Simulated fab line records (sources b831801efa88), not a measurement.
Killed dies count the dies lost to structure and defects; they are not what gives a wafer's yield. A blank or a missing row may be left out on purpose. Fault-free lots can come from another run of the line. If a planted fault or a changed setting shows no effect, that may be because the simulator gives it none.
fab line records -- flow sky130
record: lots: 7, wafers: 21, lastDay: 50
route steps=708 shown METAL4@627 VIA4@639 PAD_OPEN@708
lots untouched by any fault: they come from a run of this same line in which no faults occurred
startH: hours from the record's opening day to when the first of the lot's shown wafers began -- waitH: hours from the lot's prior step to this one -- " same as the row above -- L1.1+2: one row covering several wafers at once -- - either no value or no given start -- * or withheld: withheld -- < > ~ a bound
route shown NAME@n: a module of which the file shows steps, and the number in the route of the first -- usual: average and standard deviation across the fault-free wafers -- same: alike in all rows -- chamber/n: place in a boat -- sites: per-site readings -- _std_site: their standard deviation -- _edge_site: inner sites' mean taken away from outer sites' mean -- radiusMm: for every site, how far away it sits from the centre of the wafer -- mask NAME#n: copy n -- behind: the last tool/chamber to shape the wafer -- hold: why the lot went on hold/how many hours it stayed there/how the hold came to an end -- device: which transistor (n, p or np) failed to switch -- end of line: tests run on the same wafers once the route is complete -- a step given without rows: its recipe and nothing more -- killed: the dies lost at the first sort to structure and to defects; this is not the yield of the wafer -- map: a wafer's dies, marking killed ones x, the rest . and places with no die _
set.NAME: the setting as run; set.NAME@STEP: as run at that earlier step -- model.NAME: the simulator's own value behind a step, which no gauge read
lots at some steps of the route; a table a step, a row a wafer
services: when a tool's chamber went out of use (startH, in hours from the record's first day, below 0 if earlier), for how many hours, and the reason
== steps ==
step: SKY_METAL4_PEB_11
recipe: pebTempC: withheld, pebTimeS: withheld, resist: KrF-thick
step: SKY_METAL4_DEVELOP_12
recipe: developTimeS: 60, resist: KrF-thick, devTempC: 21
step: SKY_METAL4_CD_MEAS_13
recipe: targetCdNm: 300
usual: cdNm: 300.0/1.5
lot.wafer,tool,chamber,startH,waitH,cdNm
L784.2,cdSem-01,-,1005.41,-,298.2
L784.3,cdSem-01,-,1005.41,-,299.6
L784.4,cdSem-01,-,1005.41,-,298.0
L787.2,cdSem-02,-,1027.86,-,299.0
L787.4,cdSem-02,-,1027.86,-,298.2
L787.6,cdSem-02,-,1027.86,-,298.2
L790.2,cdSem-02,-,1047.88,-,300.0
L790.5,cdSem-02,-,1047.88,-,299.4
L790.6,cdSem-02,-,1047.88,-,299.9
L791.1,cdSem-02,-,1053.69,-,301.4
L791.4,cdSem-02,-,1053.69,-,302.6
L791.6,cdSem-02,-,1053.69,-,302.3
L793.1,cdSem-02,-,1072.45,-,300.4
L793.4,cdSem-02,-,1072.45,-,298.6
L793.6,cdSem-02,-,1072.45,-,298.1
L795.2,cdSem-02,-,1093.71,-,300.4
L795.3,cdSem-02,-,1093.71,-,299.7
L795.5,cdSem-02,-,1093.71,-,301.6
L802.1,cdSem-01,-,1132.14,-,300.7
L802.5,cdSem-01,-,1132.14,-,300.5
L802.6,cdSem-01,-,1132.14,-,301.5
step: SKY_METAL4_OVL_MEAS_14
usual: METAL4_OVL: -2/4.8
lot.wafer,tool,chamber,startH,waitH,METAL4_OVL[nm]
L784.2,overlay-02,-,1005.52,0.1,2
L784.3,overlay-02,-,1005.52,0.1,7
L784.4,overlay-02,-,1005.52,0.1,-4
L787.2,overlay-02,-,1027.97,0.1,-1
L787.4,overlay-02,-,1027.97,0.1,-3
L787.6,overlay-02,-,1027.97,0.1,-5
L790.2,overlay-01,-,1047.98,0.1,-3
L790.5,overlay-01,-,1047.98,0.1,-3
L790.6,overlay-01,-,1047.98,0.1,6
L791.1,overlay-01,-,1053.81,0.1,-6
L791.4,overlay-01,-,1053.81,0.1,-1
L791.6,overlay-01,-,1053.81,0.1,-2
L793.1,overlay-02,-,1072.57,0.1,5
L793.4,overlay-02,-,1072.57,0.1,-10
L793.6,overlay-02,-,1072.57,0.1,-4
L795.2,overlay-01,-,1093.82,0.1,4
L795.3,overlay-01,-,1093.82,0.1,0
L795.5,overlay-01,-,1093.82,0.1,3
L802.1,overlay-01,-,1132.26,0.1,-1
L802.5,overlay-01,-,1132.26,0.1,0
L802.6,overlay-01,-,1132.26,0.1,3
step: SKY_METAL4_DESCUM_15
recipe: chemistry: O2, sourcePowerW: 150, biasPowerW: 0, pressureMtorr: 10, tempC: 40, timeS: 8
usual: drypumpMotorCurrentA: 5.9/0.54, oesProductAu: 1.002/0.0073
lot.wafer,tool,chamber,startH,waitH,drypumpMotorCurrentA,oesProductAu,rfHoursCounterH
L784.2,rieMetal-01,1,1005.55,0.0,6.7,0.988,14
L784.3,rieMetal-01,1,1005.55,0.0,6.8,0.985,-
L784.4,rieMetal-01,0,1005.55,0.0,5.4,0.997,-
L787.2,rieMetal-03,1,1028.00,0.0,5.5,1.001,17
L787.4,rieMetal-03,1,1028.00,0.0,5.6,1.004,-
L787.6,rieMetal-03,1,1028.00,0.0,5.5,0.995,-
L790.2,rieMetal-01,0,1048.01,0.0,5.4,1.009,18
L790.5,rieMetal-01,0,1048.01,0.0,5.3,1.010,-
L790.6,rieMetal-01,1,1048.01,0.0,6.7,1.004,-
L791.1,rieMetal-01,0,1053.84,0.0,5.4,1.006,20
L791.4,rieMetal-01,0,1053.84,0.0,5.4,1.003,-
L791.6,rieMetal-01,1,1053.84,0.0,6.7,1.002,-
L793.1,rieMetal-01,1,1072.60,0.0,6.7,0.991,19
L793.4,rieMetal-01,1,1072.60,0.0,6.8,0.994,-
L793.6,rieMetal-01,0,1072.60,0.0,5.3,1.003,-
L795.2,rieMetal-03,1,1093.85,0.0,5.6,0.998,19
L795.3,rieMetal-03,0,1093.85,0.0,6.1,1.007,-
L795.5,rieMetal-03,0,1093.85,0.0,6.1,1.003,-
L802.1,rieMetal-04,1,1132.29,0.0,5.2,0.990,26
L802.5,rieMetal-04,1,1132.29,0.0,5.2,0.998,-
L802.6,rieMetal-04,0,1132.29,0.0,5.9,1.008,-
step: SKY_METAL4_ETCH_16
recipe: chemistry: N2/H2, target: BARC, ionEnergyEv: 200, biasW: 100, pressureMtorr: 30, n2FlowSccm: 100, h2FlowSccm: 200, icpW: 500, stopOn: SiO2, timeS: 88.2, targetDepthA: 600
usual: drypumpMotorCurrentA: 5.9/0.54, oesProductAu: 0.625/0.0045, throttleValvePct: 13.204/0.0089
lot.wafer,tool,chamber,startH,waitH,drypumpMotorCurrentA,oesProductAu,rfHoursCounterH,throttleValvePct
L784.2,rieMetal-01,1,1005.58,0.0,6.8,0.626,14,13.199
L784.3,rieMetal-01,1,1005.58,0.0,6.8,0.622,-,13.205
L784.4,rieMetal-01,0,1005.58,0.0,5.4,0.619,-,13.206
L787.2,rieMetal-03,1,1028.03,0.0,5.6,0.635,17,13.201
L787.4,rieMetal-03,1,1028.03,0.0,5.6,0.623,-,13.205
L787.6,rieMetal-03,1,1028.03,0.0,5.6,0.620,-,13.200
L790.2,rieMetal-01,0,1048.04,0.0,5.4,0.625,18,13.215
L790.5,rieMetal-01,0,1048.04,0.0,5.4,0.624,-,13.213
L790.6,rieMetal-01,1,1048.04,0.0,6.7,0.628,-,13.207
L791.1,rieMetal-01,0,1053.87,0.0,5.4,0.612,20,13.203
L791.4,rieMetal-01,0,1053.87,0.0,5.4,0.624,-,13.200
L791.6,rieMetal-01,1,1053.87,0.0,6.7,0.626,-,13.203
L793.1,rieMetal-01,1,1072.63,0.0,6.8,0.624,19,13.205
L793.4,rieMetal-01,1,1072.63,0.0,6.7,0.624,-,13.212
L793.6,rieMetal-01,0,1072.63,0.0,5.4,0.623,-,13.198
L795.2,rieMetal-03,1,1093.88,0.0,5.5,0.625,19,13.208
L795.3,rieMetal-03,0,1093.88,0.0,6.1,0.619,-,13.203
L795.5,rieMetal-03,0,1093.88,0.0,6.1,0.630,-,13.206
L802.1,rieMetal-04,1,1132.32,0.0,5.2,0.625,26,13.210
L802.5,rieMetal-04,1,1132.32,0.0,5.2,0.620,-,13.204
L802.6,rieMetal-04,0,1132.32,0.0,5.9,0.621,-,13.220
step: SKY_METAL4_ETCH_17
recipe: target: SiO2, stopOn: TiN, chemistry: C4F8/O2/Ar, sourceW: 1500, biasW: 1200, pressureMtorr: 40, c4f8FlowSccm: withheld, O2_flow_sccm: 6, Ar_flow_sccm: 300, timeS: 3.9, targetDepthA: 150
usual: oesProductAu: 0.755/0.0075
lot.wafer,tool,chamber,startH,waitH,oesProductAu,rfHoursCounterH
L784.2,rieDiel-03,2,1005.68,0.1,0.753,10
L784.3,rieDiel-03,1,1005.68,0.1,0.763,13
L784.4,rieDiel-03,3,1005.68,0.1,0.767,18
L787.2,rieDiel-03,3,1028.13,0.1,0.746,19
L787.4,rieDiel-03,3,1028.13,0.1,0.758,-
L787.6,rieDiel-03,3,1028.13,0.1,0.753,-
L790.2,rieDiel-03,0,1048.14,0.1,0.746,16
L790.5,rieDiel-03,1,1048.14,0.1,0.751,-
L790.6,rieDiel-03,0,1048.14,0.1,0.756,-
L791.1,rieDiel-03,1,1053.97,0.1,0.750,15
L791.4,rieDiel-03,2,1053.97,0.1,0.755,10
L791.6,rieDiel-03,2,1053.97,0.1,0.764,-
L793.1,rieDiel-03,2,1072.73,0.1,0.759,11
L793.4,rieDiel-03,1,1072.73,0.1,0.758,16
L793.6,rieDiel-03,2,1072.73,0.1,0.755,-
L795.2,rieDiel-03,0,1093.98,0.1,0.757,18
L795.3,rieDiel-03,1,1093.98,0.1,0.752,16
L795.5,rieDiel-03,2,1093.98,0.1,0.755,-
L802.1,rieDiel-01,0,1132.42,0.1,0.753,24
L802.5,rieDiel-01,2,1132.42,0.1,0.765,-
L802.6,rieDiel-01,3,1132.42,0.1,0.742,-
step: SKY_METAL4_METAL_ETCH_18
recipe: targetDepthA: 8450, stopOn: SiO2, overEtchFrac: 0.3, timeS: 183.1, chemistry: Cl2/BCl3, resistSidewallDeg: 88, pressureMtorr: 10, icpW: 900, biasW: 48.5, Cl2_flow_sccm: 60, bcl3FlowSccm: 30
usual: drypumpMotorCurrentA: 5.8/0.55, oesProductAu: 0.863/0.0049, throttleValvePct: 22.265/0.0099
lot.wafer,tool,chamber,startH,waitH,drypumpMotorCurrentA,oesProductAu,rfHoursCounterH,throttleValvePct
L784.2,rieMetal-03,0,1005.69,0.0,6.1,0.863,17,22.262
L784.3,rieMetal-03,1,1005.69,0.0,5.6,0.864,-,22.256
L784.4,rieMetal-03,0,1005.69,0.0,6.1,0.858,-,22.271
L787.2,rieMetal-04,1,1028.15,0.0,5.2,0.861,21,22.254
L787.4,rieMetal-04,1,1028.15,0.0,5.2,0.864,-,22.250
L787.6,rieMetal-04,0,1028.15,0.0,5.9,0.863,-,22.274
L790.2,rieMetal-01,0,1048.16,0.0,5.3,0.864,18,22.264
L790.5,rieMetal-01,1,1048.16,0.0,6.7,0.864,-,22.253
L790.6,rieMetal-01,0,1048.16,0.0,5.3,0.859,-,22.248
L791.1,rieMetal-01,1,1053.99,0.0,6.7,0.863,18,22.260
L791.4,rieMetal-01,1,1053.99,0.0,6.7,0.860,-,22.282
L791.6,rieMetal-01,1,1053.99,0.0,6.8,0.865,-,22.267
L793.1,rieMetal-04,1,1072.75,0.0,5.2,0.869,21,22.255
L793.4,rieMetal-04,0,1072.75,0.0,6.0,0.861,-,22.276
L793.6,rieMetal-04,0,1072.75,0.0,6.0,0.855,-,22.288
L795.2,rieMetal-04,0,1094.00,0.0,5.9,0.859,10,22.268
L795.3,rieMetal-04,0,1094.00,0.0,6.0,0.874,-,22.266
L795.5,rieMetal-04,0,1094.00,0.0,6.0,0.866,-,22.278
L802.1,rieMetal-01,1,1132.44,0.0,6.7,0.857,24,22.242
L802.5,rieMetal-01,0,1132.44,0.0,5.3,0.857,-,22.248
L802.6,rieMetal-01,1,1132.44,0.0,6.8,0.866,-,22.265
step: SKY_METAL4_STRIP_19
recipe: chemistry: O2/N2, powerW: 1400, pressureMtorr: 1500, platenTempC: withheld, o2FlowSccm: 3000, n2FlowSccm: 300, overashFraction: 0.5
step: SKY_METAL4_STRIP_20
recipe: chemistry: postEtchResidueRemover, timeS: 1200, tempC: 72.5
step: SKY_METAL4_CLEAN_21
recipe: chemistry: IPA, timeS: 180, tempC: 25
step: SKY_METAL4_CLEAN_22
recipe: chemistry: O3/DIW, dry: n2Spin
step: SKY_VIA4_HDPCVD_00
recipe: material: SiO2, targetThkNm: 1750, sigmaOpenFrac: 0.3, timeS: 291.7, tempC: 400, sih4FlowSccm: 60, pressureMtorr: 6
usual: sih4FlowSccm: 59.99/0.17
lot.wafer,tool,chamber,startH,waitH,sih4FlowSccm,model.SiO2_of_VIA4_HDPCVD_00.thkNm
L784.2,hdpcvd-01,2,1006.46,0.0,60.09,1752
L784.3,hdpcvd-01,1,1006.46,0.0,60.07,1771
L784.4,hdpcvd-01,1,1006.46,0.0,60.27,1784
L787.2,hdpcvd-02,2,1028.92,0.0,60.20,1772
L787.4,hdpcvd-02,1,1028.92,0.0,60.15,1768
L787.6,hdpcvd-02,2,1028.92,0.0,59.83,1752
L790.2,hdpcvd-02,0,1048.97,0.0,90.20,2628
L790.5,hdpcvd-02,1,1048.97,0.0,59.94,1743
L790.6,hdpcvd-02,2,1048.97,0.0,59.84,1746
L791.1,hdpcvd-02,2,1054.82,0.0,59.80,1766
L791.4,hdpcvd-02,1,1054.82,0.0,60.08,1770
L791.6,hdpcvd-02,0,1054.82,0.0,90.09,2634
L793.1,hdpcvd-01,1,1073.81,0.0,60.46,1741
L793.4,hdpcvd-01,0,1073.81,0.0,59.98,1765
L793.6,hdpcvd-01,2,1073.81,0.0,59.86,1744
L795.2,hdpcvd-02,1,1094.81,0.0,60.10,1733
L795.3,hdpcvd-02,0,1094.81,0.0,89.84,2631
L795.5,hdpcvd-02,2,1094.81,0.0,59.92,1759
L802.1,hdpcvd-01,0,1133.30,0.0,59.85,1754
L802.5,hdpcvd-01,0,1133.30,0.0,60.00,1751
L802.6,hdpcvd-01,1,1133.30,0.0,59.97,1776
step: SKY_VIA4_THK_MEAS_01
recipe: reads: SiO2_of_VIA4_HDPCVD_00
usual: VIA4_HDPCVD_THK: 1763/15
lot.wafer,tool,chamber,startH,waitH,hold,VIA4_HDPCVD_THK[nm]
L784.2,filmMetro-01,-,1006.65,0.1,-,1752
L784.3,filmMetro-01,-,1006.65,0.1,-,1770
L784.4,filmMetro-01,-,1006.65,0.1,-,1784
L787.2,filmMetro-02,-,1029.11,0.1,-,1772
L787.4,filmMetro-02,-,1029.11,0.1,-,1767
L787.6,filmMetro-02,-,1029.11,0.1,-,1752
L790.2,filmMetro-02,-,1049.16,0.1,awaitDispo/0.2h/release,2629
L790.5,filmMetro-02,-,1049.16,0.1,awaitDispo/0.2h/release,1744
L790.6,filmMetro-02,-,1049.16,0.1,awaitDispo/0.2h/release,1746
L790.2,filmMetro-02,-,1049.38,0.2,-,2628
L790.5,filmMetro-02,-,1049.38,0.2,-,1743
L790.6,filmMetro-02,-,1049.38,0.2,-,1747
L791.1,filmMetro-04,-,1055.00,0.1,awaitDispo/0.2h/release,1767
L791.4,filmMetro-04,-,1055.00,0.1,awaitDispo/0.2h/release,1771
L791.6,filmMetro-04,-,1055.00,0.1,awaitDispo/0.2h/release,2633
L791.1,filmMetro-04,-,1055.26,0.3,-,1768
L791.4,filmMetro-04,-,1055.26,0.3,-,1771
L791.6,filmMetro-04,-,1055.26,0.3,-,2632
L793.1,filmMetro-04,-,1073.99,0.1,-,1741
L793.4,filmMetro-04,-,1073.99,0.1,-,1766
L793.6,filmMetro-04,-,1073.99,0.1,-,1744
L795.2,filmMetro-02,-,1095.00,0.1,awaitDispo/0.2h/release,1733
L795.3,filmMetro-02,-,1095.00,0.1,awaitDispo/0.2h/release,2631
L795.5,filmMetro-02,-,1095.00,0.1,awaitDispo/0.2h/release,1758
L795.2,filmMetro-02,-,1095.31,0.3,-,1733
L795.3,filmMetro-02,-,1095.31,0.3,-,2630
L795.5,filmMetro-02,-,1095.31,0.3,-,1760
L802.1,filmMetro-04,-,1133.48,0.1,-,1753
L802.5,filmMetro-04,-,1133.48,0.1,-,1751
L802.6,filmMetro-04,-,1133.48,0.1,-,1776
step: SKY_VIA4_CMP_02
recipe: material: SiO2, downForcePsi: 4, platenRpm: 60, padVelocityMS: 0.94248
usual: headPressurePsi: 4.000/0.0089, motorCurrentA: 11.5/0.82
lot.wafer,tool,chamber,startH,waitH,hold,headPressurePsi,motorCurrentA
L784.4,cmp-02,1,1006.75,0.1,-,3.990,10.3
L784.3,cmp-02,2,1006.75,0.1,-,4.003,13.1
L784.2,cmp-02,3,1006.75,0.1,-,3.979,10.9
L787.2,cmp-01,1,1029.21,0.1,-,4.002,13.0
L787.4,cmp-01,3,1029.21,0.1,-,4.001,12.0
L787.6,cmp-01,0,1029.21,0.1,-,3.990,11.8
L790.2,cmp-01,3,1054.98,5.6,awaitDispo/5.4h/release,4.004,11.4
L790.6,cmp-01,1,1054.98,5.6,awaitDispo/5.4h/release,3.996,11.8
L790.5,cmp-01,2,1054.98,5.6,awaitDispo/5.4h/release,4.019,10.8
L791.1,cmp-01,0,1057.85,2.6,awaitDispo/2.5h/release,4.007,11.6
L791.4,cmp-01,1,1057.85,2.6,awaitDispo/2.5h/release,4.005,12.5
L791.6,cmp-01,0,1057.85,2.6,awaitDispo/2.5h/release,3.998,11.6
L793.1,cmp-01,2,1074.10,0.1,-,4.004,11.6
L793.4,cmp-01,3,1074.10,0.1,-,4.011,11.5
L793.6,cmp-01,1,1074.10,0.1,-,3.998,12.1
L795.2,cmp-02,1,1097.22,1.9,awaitDispo/1.8h/release,4.008,10.7
L795.3,cmp-02,2,1097.22,1.9,awaitDispo/1.8h/release,4.008,13.5
L795.5,cmp-02,2,1097.22,1.9,awaitDispo/1.8h/release,3.977,13.6
L802.1,cmp-01,0,1133.69,0.2,-,3.991,11.6
L802.5,cmp-01,1,1133.69,0.2,-,4.007,11.9
L802.6,cmp-01,2,1133.69,0.2,-,4.006,10.7
step: SKY_PAD_OPEN_PROBE_99
usual: defectLimitedYield: 83.0/1.9, killed_at_M0_to_M3: 43/6.9, killed_at_M4_up: 3.1/1.9, killedAtContacts: 24/5.4, killedAtFrontEnd: 14/4.3, killedAtOther: 0.3/0.53, killedDies: 84/9.5, killedOpen: 46/6.8, killedShort: 38/6, sort_bin_3_pad_short: 0.9/0.46, sort_bin_5_function: 10.0/1.4, sort_bin_6_memory: 6.1/1.1, sortNPass: 408/9.5, sortYieldPct: 83.0/1.9
same: grossDies: 492, killedAtBackSide: 0, sort_bin_4_leakage[%]: 0, sort_bin_8_speed[%]: 0
lot.wafer,tool,chamber,startH,waitH,defectLimitedYield[%],killed_at_M0_to_M3,killed_at_M4_up,killedAtContacts,killedAtFrontEnd,killedAtOther,killedDies,killedOpen,killedShort,sort_bin_3_pad_short[%],sort_bin_5_function[%],sort_bin_6_memory[%],sortNPass,sortYieldPct[%]
L791.1,prober-01,-,1140.81,0.1,82.3,41,2,26,18,0,87,53,34,0.6,9.8,7.3,405,82.3
L791.4,prober-01,-,1140.96,0.2,83.3,49,1,17,15,0,82,44,38,1.8,9.8,5.1,410,83.3
L791.6,prober-01,-,1141.06,0.2,82.3,47,3,24,13,0,87,44,43,1.2,10.4,6.1,405,82.3
L793.1,prober-01,-,1157.14,0.1,82.7,41,3,30,11,0,85,53,32,0.8,11.2,5.3,407,82.7
L793.4,prober-01,-,1157.29,0.2,82.9,39,5,24,16,0,84,45,39,0.4,10.0,6.7,408,82.9
L793.6,prober-01,-,1157.39,0.2,85.0,39,4,19,11,1,74,38,36,1.4,8.3,5.3,418,85.0
killed by level:class
L791.1 VIA1:geometricParticle:open=17 CONTACT:geometricParticle:open=13 FIELD_ISO:geometricParticle:short=5 LI_CONTACT:geometricParticle:open=5 VIA1:geometricParticle:short=5 VIA3:geometricParticle:open=5 FIELD_ISO:geometricParticle:open=4 LOCAL_INTERCONNECT:geometricParticle:short=4
L791.4 VIA1:geometricParticle:open=15 METAL2:geometricParticle:short=8 CONTACT:geometricParticle:open=7 CONTACT:geometricParticle:short=5 VIA2:geometricParticle:open=5 VIA2:geometricParticle:short=5 VIA3:geometricParticle:open=4 VIA3:geometricParticle:short=4
L791.6 VIA1:geometricParticle:open=12 LI_CONTACT:geometricParticle:open=11 METAL1:geometricParticle:short=8 VIA2:geometricParticle:open=7 POLY_GATE:geometricParticle:short=5 VIA2:geometricParticle:short=5 CONTACT:geometricParticle:short=4 VIA1:geometricParticle:short=4
L793.1 CONTACT:geometricParticle:open=10 VIA2:geometricParticle:open=10 VIA1:geometricParticle:open=9 LI_CONTACT:geometricParticle:open=8 CONTACT:geometricParticle:short=6 LOCAL_INTERCONNECT:geometricParticle:short=4 VIA3:geometricParticle:open=4 FIELD_ISO:geometricParticle:short=3
L793.4 LI_CONTACT:geometricParticle:open=9 METAL2:geometricParticle:short=9 VIA1:geometricParticle:open=7 CONTACT:geometricParticle:open=6 POLY_GATE:geometricParticle:open=5 METAL1:geometricParticle:short=5 FIELD_ISO:geometricParticle:open=4 VIA2:geometricParticle:open=4
L793.6 VIA1:geometricParticle:open=9 CONTACT:geometricParticle:open=7 FIELD_ISO:geometricParticle:short=5 VIA2:geometricParticle:open=5 LI_CONTACT:geometricParticle:open=5 CONTACT:geometricParticle:short=5 METAL2:geometricParticle:short=5 VIA3:geometricParticle:open=5
== services ==
tool,chamber,startH,hours,kind
hdpcvd-01,0,982.72,6.7,repair
cmp-01,-,983.23,4.0,repair
rieDiel-03,-,984.52,0.3,repair
hdpcvd-02,0,997.33,10.8,repair
rieDiel-03,3,1010.25,7.2,repair
rieDiel-03,0,1019.57,14.4,repair
rieDiel-03,2,1019.70,23.2,repair
rieMetal-04,-,1028.83,28.1,pm
rieDiel-01,2,1046.03,1.7,repair
rieMetal-03,-,1046.07,28.1,pm
rieDiel-01,2,1051.45,2.9,repair
hdpcvd-02,2,1077.26,4.8,repair
rieDiel-01,-,1081.61,0.8,repair
cmp-02,-,1084.00,4.0,pm
cmp-02,-,1088.00,-,consumableReplace:conditioner
cmp-02,-,1088.00,-,consumableReplace:pad
rieDiel-03,3,1088.61,8.7,repair
rieDiel-01,0,1090.00,1.7,repair
cmp-01,-,1093.78,5.8,pm
cmp-01,-,1099.55,15.7,pm
cmp-02,-,1108.79,2.4,repair
rieDiel-03,3,1117.47,5.6,repair
cmp-02,-,1120.82,5.1,pm
== key ==
firstSign: step: SKY_VIA4_HDPCVD_00, reading: sih4FlowSccm, direction: up, sigmas: 99+, usual: 59.99, struck: 90.05
effect: step: SKY_VIA4_THK_MEAS_01, reading: visit, direction: added
effect: step: SKY_VIA4_THK_MEAS_01, reading: VIA4_HDPCVD_THK, direction: up, sigmas: 58, usual: 1763, struck: 2631
modelEffect: step: SKY_VIA4_HDPCVD_00, value: SiO2_of_VIA4_HDPCVD_00.thkNm, without: 1756, struck: 2631
metAt SKY_VIA4_HDPCVD_00
struckWafers L790.2,L791.6,L795.3
fault: kind: processParameterDrift, tool: hdpcvd-02, chamber: 0, onsetH: 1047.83, steps: SKY_VIA4_HDPCVD_00, channel: sih4FlowSccm, offset: 30, shape: step, endH: 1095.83, actsIn: theseRecipesOnly, stated: 60
